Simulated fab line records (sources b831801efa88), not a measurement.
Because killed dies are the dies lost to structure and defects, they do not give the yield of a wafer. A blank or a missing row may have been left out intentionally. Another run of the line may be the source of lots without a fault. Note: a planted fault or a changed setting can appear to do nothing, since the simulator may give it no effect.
Which of the tools did it? / flow sky130 / 24 lots, 72 wafers sampled, at 5 steps of a route of 708

## WHAT THE GAUGES READ, wafer by wafer
SKY_POLY_GATE_CD_MEAS_22. Usual: cd nm at 150.7 nm, with a standard deviation of 2.1.
lot=L074; measured=day 17 09:07; on=cd sem-02; cd nm (nm)=152.9 153.6 152.8; flag=
lot=L076; measured=day 17 20:45; on=cd sem-02; cd nm (nm)=148.4 149.9 148.3; flag=
lot=L075; measured=day 18 02:02; on=cd sem-02; cd nm (nm)=149.5 153.7 153.4; flag=
lot=L077; measured=day 18 10:00; on=cd sem-02; cd nm (nm)=150.7 152.5 151.1; flag=
lot=L078; measured=day 18 10:03; on=cd sem-01; cd nm (nm)=152.3 151.7 152.7; flag=
lot=L080; measured=day 19 00:15; on=cd sem-01; cd nm (nm)=149.8 152.6 150.8; flag=
lot=L079; measured=day 19 00:17; on=cd sem-02; cd nm (nm)=149.6 146.4 152.9; flag=
lot=L081; measured=day 19 10:11; on=cd sem-01; cd nm (nm)=149.0 146.0 148.1; flag=
lot=L082; measured=day 20 03:13; on=cd sem-01; cd nm (nm)=149.0 153.6 149.0; flag=
lot=L083; measured=day 20 03:15; on=cd sem-02; cd nm (nm)=149.0 150.3 151.3; flag=
lot=L084; measured=day 20 10:53; on=cd sem-02; cd nm (nm)=148.6 151.8 149.1; flag=
lot=L085; measured=day 20 15:03; on=cd sem-02; cd nm (nm)=150.6 152.2 152.3; flag=
lot=L086; measured=day 21 12:16; on=cd sem-01; cd nm (nm)=152.6 149.1 151.6; flag=
lot=L087; measured=day 21 14:13; on=cd sem-01; cd nm (nm)=147.2 153.8 150.0; flag=
lot=L089; measured=day 21 23:35; on=cd sem-01; cd nm (nm)=154.0 151.7 150.0; flag=
lot=L088; measured=day 22 03:20; on=cd sem-02; cd nm (nm)=152.1 153.0 148.6; flag=
lot=L092; measured=day 23 09:43; on=cd sem-02; cd nm (nm)=154.0 152.1 152.8; flag=
lot=L091; measured=day 23 11:19; on=cd sem-01; cd nm (nm)=150.5 149.9 151.4; flag=
lot=L090; measured=day 23 11:22; on=cd sem-02; cd nm (nm)=150.6 149.0 152.3; flag=
lot=L093; measured=day 23 16:45; on=cd sem-02; cd nm (nm)=149.7 149.3 152.6; flag=
lot=L094; measured=day 24 01:17; on=cd sem-01; cd nm (nm)=146.0 149.6 147.0; flag=
lot=L095; measured=day 24 01:19; on=cd sem-02; cd nm (nm)=154.9 151.5 155.5; flag=
lot=L096; measured=day 24 09:53; on=cd sem-02; cd nm (nm)=148.8 149.4 147.6; flag=
lot=L097; measured=day 24 11:30; on=cd sem-02; cd nm (nm)=145.9 147.7 148.9; flag=

SKY_LOCAL_INTERCONNECT_RS_MEAS_01: uses a four-point probe to measure. Usual: LOCAL_INTERCONNECT_TIN_RS typically reads 14.14 ohm/sq, with standard deviation 0.16.
lot=L074; measured=day 30 00:18; on=film metro-02; LOCAL_INTERCONNECT_TIN_RS (ohm/sq)=14.28 14.15 14.31; flag=
lot=L076; measured=day 30 14:04; on=film metro-02; LOCAL_INTERCONNECT_TIN_RS (ohm/sq)=14.11 14.21 14.08; flag=
lot=L075; measured=day 30 15:46; on=film metro-02; LOCAL_INTERCONNECT_TIN_RS (ohm/sq)=13.89 14.12 13.99; flag=
lot=L077; measured=day 31 00:16; on=film metro-04; LOCAL_INTERCONNECT_TIN_RS (ohm/sq)=14.12 13.99 14.14; flag=
lot=L078; measured=day 31 02:53; on=film metro-02; LOCAL_INTERCONNECT_TIN_RS (ohm/sq)=14.35 14.29 14.24; flag=
lot=L080; measured=day 31 13:53; on=film metro-02; LOCAL_INTERCONNECT_TIN_RS (ohm/sq)=14.06 14.23 14.23; flag=
lot=L079; measured=day 31 11:48; on=film metro-02; LOCAL_INTERCONNECT_TIN_RS (ohm/sq)=14.08 14.35 14.16; flag=
lot=L081; measured=day 31 20:54; on=film metro-04; LOCAL_INTERCONNECT_TIN_RS (ohm/sq)=14.22 14.30 14.10; flag=
lot=L082; measured=day 32 10:22; on=film metro-04; LOCAL_INTERCONNECT_TIN_RS (ohm/sq)=13.93 14.20 14.16; flag=
lot=L083; measured=day 32 11:17; on=film metro-04; LOCAL_INTERCONNECT_TIN_RS (ohm/sq)=14.37 14.40 14.28; flag=
lot=L084; measured=day 32 16:23; on=film metro-04; LOCAL_INTERCONNECT_TIN_RS (ohm/sq)=13.90 13.89 13.87; flag=
lot=L085; measured=day 32 21:23; on=film metro-02; LOCAL_INTERCONNECT_TIN_RS (ohm/sq)=14.23 14.38 14.56; flag=
lot=L086; measured=day 33 15:01; on=film metro-02; LOCAL_INTERCONNECT_TIN_RS (ohm/sq)=14.04 14.12 14.04; flag=
lot=L087; measured=day 33 19:32; on=film metro-02; LOCAL_INTERCONNECT_TIN_RS (ohm/sq)=14.00 14.28 14.16; flag=
lot=L089; measured=day 34 03:25; on=film metro-04; LOCAL_INTERCONNECT_TIN_RS (ohm/sq)=14.23 14.55 14.47; flag=
lot=L088; measured=day 34 04:37; on=film metro-02; LOCAL_INTERCONNECT_TIN_RS (ohm/sq)=14.09 14.12 13.92; flag=
lot=L092; measured=day 35 04:55; on=film metro-01; LOCAL_INTERCONNECT_TIN_RS (ohm/sq)=14.11 14.12 13.97; flag=
lot=L091; measured=day 35 09:52; on=film metro-04; LOCAL_INTERCONNECT_TIN_RS (ohm/sq)=14.01 14.15 13.92; flag=
lot=L090; measured=day 35 08:34; on=film metro-01; LOCAL_INTERCONNECT_TIN_RS (ohm/sq)=14.12 14.16 13.90; flag=
lot=L093; measured=day 35 13:10; on=film metro-02; LOCAL_INTERCONNECT_TIN_RS (ohm/sq)=14.12 14.13 14.20; flag=
lot=L094; measured=day 35 20:58; on=film metro-04; LOCAL_INTERCONNECT_TIN_RS (ohm/sq)=13.88 14.00 14.07; flag=
lot=L095; measured=day 35 23:23; on=film metro-01; LOCAL_INTERCONNECT_TIN_RS (ohm/sq)=14.07 14.45 14.17; flag=
lot=L096; measured=day 36 04:59; on=film metro-04; LOCAL_INTERCONNECT_TIN_RS (ohm/sq)=14.29 13.99 14.01; flag=
lot=L097; measured=day 36 06:38; on=film metro-01; LOCAL_INTERCONNECT_TIN_RS (ohm/sq)=13.99 13.91 13.81; flag=

SKY_VIA1_CD_MEAS_12 targets a cd of 150 nm. Usual: cd nm at 150.1 nm, with a standard deviation of 1.7.
lot=L074; measured=day 34 15:23; on=cd sem-01; cd nm (nm)=152.6 150.9 152.0; flag=
lot=L076; measured=day 35 06:11; on=cd sem-02; cd nm (nm)=150.4 150.3 150.6; flag=
lot=L075; measured=day 35 09:38; on=cd sem-02; cd nm (nm)=148.0 148.2 148.5; flag=
lot=L077; measured=day 35 13:56; on=cd sem-01; cd nm (nm)=148.6 149.5 148.7; flag=
lot=L078; measured=day 35 16:52; on=cd sem-02; cd nm (nm)=148.1 150.9 148.6; flag=
lot=L080; measured=day 36 04:44; on=cd sem-02; cd nm (nm)=149.8 151.0 151.4; flag=
lot=L079; measured=day 36 01:47; on=cd sem-02; cd nm (nm)=150.9 151.6 151.8; flag=
lot=L081; measured=day 36 08:57; on=cd sem-02; cd nm (nm)=147.2 148.9 148.3; flag=
lot=L082; measured=day 36 22:04; on=cd sem-01; cd nm (nm)=150.0 148.8 150.1; flag=
lot=L083; measured=day 37 01:37; on=cd sem-02; cd nm (nm)=154.5 154.5 152.6; flag=
lot=L084; measured=day 37 05:22; on=cd sem-02; cd nm (nm)=149.5 150.0 149.5; flag=
lot=L085; measured=day 37 10:03; on=cd sem-01; cd nm (nm)=148.6 147.5 150.3; flag=
lot=L086; measured=day 38 01:14; on=cd sem-01; cd nm (nm)=150.5 148.7 149.8; flag=
lot=L087; measured=day 38 07:37; on=cd sem-02; cd nm (nm)=149.0 150.5 151.1; flag=
lot=L089; measured=day 38 13:38; on=cd sem-01; cd nm (nm)=154.4 152.9 154.9; flag=
lot=L088; measured=day 38 16:30; on=cd sem-01; cd nm (nm)=149.9 149.8 150.1; flag=
lot=L092; measured=day 39 15:52; on=cd sem-01; cd nm (nm)=149.9 151.2 151.1; flag=
lot=L091; measured=day 39 18:50; on=cd sem-01; cd nm (nm)=149.7 149.5 150.8; flag=
lot=L090; measured=day 39 18:00; on=cd sem-01; cd nm (nm)=150.1 149.5 151.7; flag=
lot=L093; measured=day 39 22:01; on=cd sem-02; cd nm (nm)=147.9 147.8 147.6; flag=
lot=L094; measured=day 40 06:07; on=cd sem-02; cd nm (nm)=150.8 149.6 151.7; flag=
lot=L095; measured=day 40 09:02; on=cd sem-01; cd nm (nm)=150.2 150.4 150.7; flag=
lot=L096; measured=day 40 12:57; on=cd sem-02; cd nm (nm)=150.0 150.1 149.1; flag=
lot=L097; measured=day 40 14:59; on=cd sem-02; cd nm (nm)=148.8 147.3 148.8; flag=

## EACH LOT AND THE TOOL THAT RAN IT (in order: tool; ch and the chambers of the sampled wafers; start)
lot=L074; SKY_METAL1_SPUTTER_01=pvd sputter-02, day 32 10:01; SKY_METAL1_SPUTTER_03=pvd sputter-02, day 32 10:04
lot=L076; SKY_METAL1_SPUTTER_01=pvd sputter-02, day 32 23:07; SKY_METAL1_SPUTTER_03=pvd sputter-02, day 32 23:10
lot=L075; SKY_METAL1_SPUTTER_01=pvd sputter-03, day 33 01:56; SKY_METAL1_SPUTTER_03=pvd sputter-03, day 33 01:59
lot=L077; SKY_METAL1_SPUTTER_01=pvd sputter-04, day 33 08:41; SKY_METAL1_SPUTTER_03=pvd sputter-04, day 33 08:44
lot=L078; SKY_METAL1_SPUTTER_01=pvd sputter-04, day 33 12:31; SKY_METAL1_SPUTTER_03=pvd sputter-04, day 33 12:34
lot=L080; SKY_METAL1_SPUTTER_01=pvd sputter-03, day 33 22:34; SKY_METAL1_SPUTTER_03=pvd sputter-03, day 33 22:37
lot=L079; SKY_METAL1_SPUTTER_01=pvd sputter-02, day 33 20:12; SKY_METAL1_SPUTTER_03=pvd sputter-02, day 33 20:15
lot=L081; SKY_METAL1_SPUTTER_01=pvd sputter-04, day 34 04:16; SKY_METAL1_SPUTTER_03=pvd sputter-04, day 34 04:19
lot=L082; SKY_METAL1_SPUTTER_01=pvd sputter-04, day 34 17:41; SKY_METAL1_SPUTTER_03=pvd sputter-04, day 34 17:44
lot=L083; SKY_METAL1_SPUTTER_01=pvd sputter-04, day 34 20:10; SKY_METAL1_SPUTTER_03=pvd sputter-04, day 34 20:13
lot=L084; SKY_METAL1_SPUTTER_01=pvd sputter-03, day 35 00:14; SKY_METAL1_SPUTTER_03=pvd sputter-03, day 35 00:17
lot=L085; SKY_METAL1_SPUTTER_01=pvd sputter-03, day 35 04:26; SKY_METAL1_SPUTTER_03=pvd sputter-03, day 35 04:29
lot=L086; SKY_METAL1_SPUTTER_01=pvd sputter-04, day 35 21:28; SKY_METAL1_SPUTTER_03=pvd sputter-04, day 35 21:31
lot=L087; SKY_METAL1_SPUTTER_01=pvd sputter-03, day 36 02:44; SKY_METAL1_SPUTTER_03=pvd sputter-03, day 36 02:47
lot=L089; SKY_METAL1_SPUTTER_01=pvd sputter-04, day 36 09:57; SKY_METAL1_SPUTTER_03=pvd sputter-04, day 36 10:00
lot=L088; SKY_METAL1_SPUTTER_01=pvd sputter-04, day 36 11:52; SKY_METAL1_SPUTTER_03=pvd sputter-04, day 36 11:55
lot=L092; SKY_METAL1_SPUTTER_01=pvd sputter-03, day 37 12:00; SKY_METAL1_SPUTTER_03=pvd sputter-03, day 37 12:03
lot=L091; SKY_METAL1_SPUTTER_01=pvd sputter-02, day 37 16:54; SKY_METAL1_SPUTTER_03=pvd sputter-02, day 37 16:57
lot=L090; SKY_METAL1_SPUTTER_01=pvd sputter-03, day 37 15:23; SKY_METAL1_SPUTTER_03=pvd sputter-03, day 37 15:26
lot=L093; SKY_METAL1_SPUTTER_01=pvd sputter-03, day 37 19:17; SKY_METAL1_SPUTTER_03=pvd sputter-03, day 37 19:20
lot=L094; SKY_METAL1_SPUTTER_01=pvd sputter-02, day 38 03:26; SKY_METAL1_SPUTTER_03=pvd sputter-02, day 38 03:29
lot=L095; SKY_METAL1_SPUTTER_01=pvd sputter-02, day 38 06:46; SKY_METAL1_SPUTTER_03=pvd sputter-02, day 38 06:49
lot=L096; SKY_METAL1_SPUTTER_01=pvd sputter-04, day 38 10:48; SKY_METAL1_SPUTTER_03=pvd sputter-04, day 38 10:51
lot=L097; SKY_METAL1_SPUTTER_01=pvd sputter-04, day 38 12:21; SKY_METAL1_SPUTTER_03=pvd sputter-04, day 38 12:24
- SKY_METAL1_SPUTTER_01: material TiN, target thk 20 nm, time 16.7 s.
- SKY_METAL1_SPUTTER_03: material Ti, target thk 5 nm, time 3.3 s.

## WHAT THE TOOLS THEMSELVES READ (means of the sampled wafers that have a number; where no wafer has one, the mark that the record gives instead)
SKY_METAL1_SPUTTER_01. Usual: throttle valve pct at 30.2 %, with a standard deviation of 1.
lot=L074; tool=pvd sputter-02; throttle valve pct (%)=30.0; flag=
lot=L076; tool=pvd sputter-02; throttle valve pct (%)=28.9; flag=
lot=L075; tool=pvd sputter-03; throttle valve pct (%)=30.0; flag=
lot=L077; tool=pvd sputter-04; throttle valve pct (%)=31.2; flag=
lot=L078; tool=pvd sputter-04; throttle valve pct (%)=30.7; flag=
lot=L080; tool=pvd sputter-03; throttle valve pct (%)=30.3; flag=
lot=L079; tool=pvd sputter-02; throttle valve pct (%)=28.9; flag=
lot=L081; tool=pvd sputter-04; throttle valve pct (%)=31.5; flag=
lot=L082; tool=pvd sputter-04; throttle valve pct (%)=30.2; flag=
lot=L083; tool=pvd sputter-04; throttle valve pct (%)=30.8; flag=
lot=L084; tool=pvd sputter-03; throttle valve pct (%)=30.6; flag=
lot=L085; tool=pvd sputter-03; throttle valve pct (%)=30.4; flag=
lot=L086; tool=pvd sputter-04; throttle valve pct (%)=30.8; flag=
lot=L087; tool=pvd sputter-03; throttle valve pct (%)=30.1; flag=
lot=L089; tool=pvd sputter-04; throttle valve pct (%)=30.5; flag=
lot=L088; tool=pvd sputter-04; throttle valve pct (%)=30.7; flag=
lot=L092; tool=pvd sputter-03; throttle valve pct (%)=30.1; flag=
lot=L091; tool=pvd sputter-02; throttle valve pct (%)=27.9; flag=
lot=L090; tool=pvd sputter-03; throttle valve pct (%)=30.1; flag=
lot=L093; tool=pvd sputter-03; throttle valve pct (%)=30.5; flag=
lot=L094; tool=pvd sputter-02; throttle valve pct (%)=29.0; flag=
lot=L095; tool=pvd sputter-02; throttle valve pct (%)=28.3; flag=
lot=L096; tool=pvd sputter-04; throttle valve pct (%)=30.7; flag=
lot=L097; tool=pvd sputter-04; throttle valve pct (%)=30.8; flag=

SKY_METAL1_SPUTTER_03. Usual: throttle valve pct at 30.2 %, with a standard deviation of 1.
lot=L074; tool=pvd sputter-02; throttle valve pct (%)=30.3; flag=
lot=L076; tool=pvd sputter-02; throttle valve pct (%)=29.0; flag=
lot=L075; tool=pvd sputter-03; throttle valve pct (%)=30.1; flag=
lot=L077; tool=pvd sputter-04; throttle valve pct (%)=31.0; flag=
lot=L078; tool=pvd sputter-04; throttle valve pct (%)=30.8; flag=
lot=L080; tool=pvd sputter-03; throttle valve pct (%)=30.2; flag=
lot=L079; tool=pvd sputter-02; throttle valve pct (%)=28.8; flag=
lot=L081; tool=pvd sputter-04; throttle valve pct (%)=31.2; flag=
lot=L082; tool=pvd sputter-04; throttle valve pct (%)=30.1; flag=
lot=L083; tool=pvd sputter-04; throttle valve pct (%)=30.7; flag=
lot=L084; tool=pvd sputter-03; throttle valve pct (%)=30.6; flag=
lot=L085; tool=pvd sputter-03; throttle valve pct (%)=30.4; flag=
lot=L086; tool=pvd sputter-04; throttle valve pct (%)=30.9; flag=
lot=L087; tool=pvd sputter-03; throttle valve pct (%)=29.9; flag=
lot=L089; tool=pvd sputter-04; throttle valve pct (%)=30.7; flag=
lot=L088; tool=pvd sputter-04; throttle valve pct (%)=30.7; flag=
lot=L092; tool=pvd sputter-03; throttle valve pct (%)=30.1; flag=
lot=L091; tool=pvd sputter-02; throttle valve pct (%)=27.9; flag=
lot=L090; tool=pvd sputter-03; throttle valve pct (%)=30.3; flag=
lot=L093; tool=pvd sputter-03; throttle valve pct (%)=30.5; flag=
lot=L094; tool=pvd sputter-02; throttle valve pct (%)=29.0; flag=
lot=L095; tool=pvd sputter-02; throttle valve pct (%)=28.1; flag=
lot=L096; tool=pvd sputter-04; throttle valve pct (%)=30.5; flag=
lot=L097; tool=pvd sputter-04; throttle valve pct (%)=30.9; flag=

## THE ANSWER, worked out from the rows above alone
Rule: a lot is off if the mean of its wafers that have a number lies more than 3 standard deviations from the usual mean. A lot without any number at a reading at which 4 lots or more have one is off too. Any other lot the step has rows for is counted as sound. Order of review: gauges by route order, followed by the tools' own readings, for which a lot's mean as printed above is used. At the first step where some lot is off, the reading lying furthest off is the one used; lots without a number count as furthest.
Nothing can be told from this: no lot is off at any reading shown.

## WHAT THE SIMULATOR HAD PUT IN
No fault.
